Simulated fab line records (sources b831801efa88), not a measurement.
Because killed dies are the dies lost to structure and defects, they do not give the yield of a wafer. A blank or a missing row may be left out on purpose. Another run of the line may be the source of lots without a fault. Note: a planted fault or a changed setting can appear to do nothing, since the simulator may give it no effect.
8D (eight disciplines) problem report, filled in by code | flow sky130 | the parts of the form that need people (team, actions taken, sign-off) are left out

1. THE ISSUE
CAPM_CVD_00_THK at SKY_CAPM_THK_MEAS_01 reads a mean of 13.95 nm on 6 wafers of 2 lots; wafers without a fault read 15.59 nm with a standard deviation of 0.27. That is -6.1 standard deviations from the usual mean.
First seen on wafer L891.1, day 42 00:18, on film_metro-04. The record has a number at this step for 30 wafers belonging to 10 lots. Rule for "out" (also "out of limits"): further than 4 standard deviations from the usual mean. All remaining wafers that have a number are taken as sound.

2. WHAT IT IS; WHAT IT IS NOT
question                    | is                           | is not
which readings at this step | CAPM_CVD_00_THK              | -
which lots                  | L891, L894                   | L875, L876, L878, L882, L883, L884, L886, L893
which wafers of those lots  | all that have a number       | -
read on which gauges        | film_metro-01, film_metro-04 | film_metro-03
when                        | from day 42 00:18            | up to then (21 sound wafers); but 3 sound wafers of L893 came after

3. WHAT RULES OUT EACH SUSPECT
Counting: a tool at a process step up to the reading stays a suspect if it ran every lot that is out and no sound lot after the first of them.
- ruled out: the gauge at SKY_CAPM_THK_MEAS_01. Those wafers that are out were read across 2 gauges (film_metro-01, film_metro-04).
- pvd_sputter-01 at SKY_METAL3_SPUTTER_00 (material Ti, target thk 15 nm, time 10 s): kept. It processed each lot that is out, first L891 at day 42 00:07, and no sound lot thereafter; up to then, the last sound lot it processed was L886 at day 41 00:55.
- pecvd-02 at SKY_CAPM_CVD_00 (deposits SiO2, target thk 15.5 nm): kept. It processed each lot that is out, first L891 at day 42 00:17, and no sound lot thereafter; up to then, the last sound lot it processed was L886 at day 41 01:05.
The count leaves pecvd-02 at SKY_CAPM_CVD_00 and pvd_sputter-01 at SKY_METAL3_SPUTTER_00.

4. THE CAUSE (what the simulator had put in)
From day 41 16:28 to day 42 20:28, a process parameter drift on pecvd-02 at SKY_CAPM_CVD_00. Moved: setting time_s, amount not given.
Counting leaves 2 suspects; this tool is one of them.

5. SEQUENCE OF EFFECTS, ordered by route
Each row: a reading whose mean over the struck wafers that have a number lies more than 3 standard deviations from the usual. Readings are gone through only where the record gives a usual standard deviation; hours: the median, over the lots, of the time from a lot's start at the first step in this table giving one to that lot's start at this step; sigmas: the change measured in usual standard deviations.
hours | step                 | reading         | usual      | on struck wafers | change | sigmas
0     | SKY_CAPM_THK_MEAS_01 | CAPM_CVD_00_THK | 15.59 nm   | 13.95            | -1.64  | -6.1
48    | SKY_METAL3_ETCH_17   | oes_product_au  | 0.757 a.u. | 0.716            | -0.041 | -5.1
Here are the process steps it includes:
- SKY_METAL3_ETCH_17: etches SiO2 in C4F8/O2/Ar, stops on TiN, time 3.9 s, target depth 15 nm.

6. WHAT WOULD HAVE CAUGHT IT SOONER
Counted from the fault's start at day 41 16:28, it took 8 hours until the first out-of-limits reading at a measuring or inspecting step in this record, taken at day 42 00:18.
Tool readings at SKY_CAPM_CVD_00 with a usual standard deviation given in the record: none out on any struck wafer, hence no alarm at a limit of 4 standard deviations on them.
Of the lots that are out (2), L894 began SKY_CAPM_CVD_00 on pecvd-02 after day 42 00:18. It would have been spared by a hold on the tool at that moment.
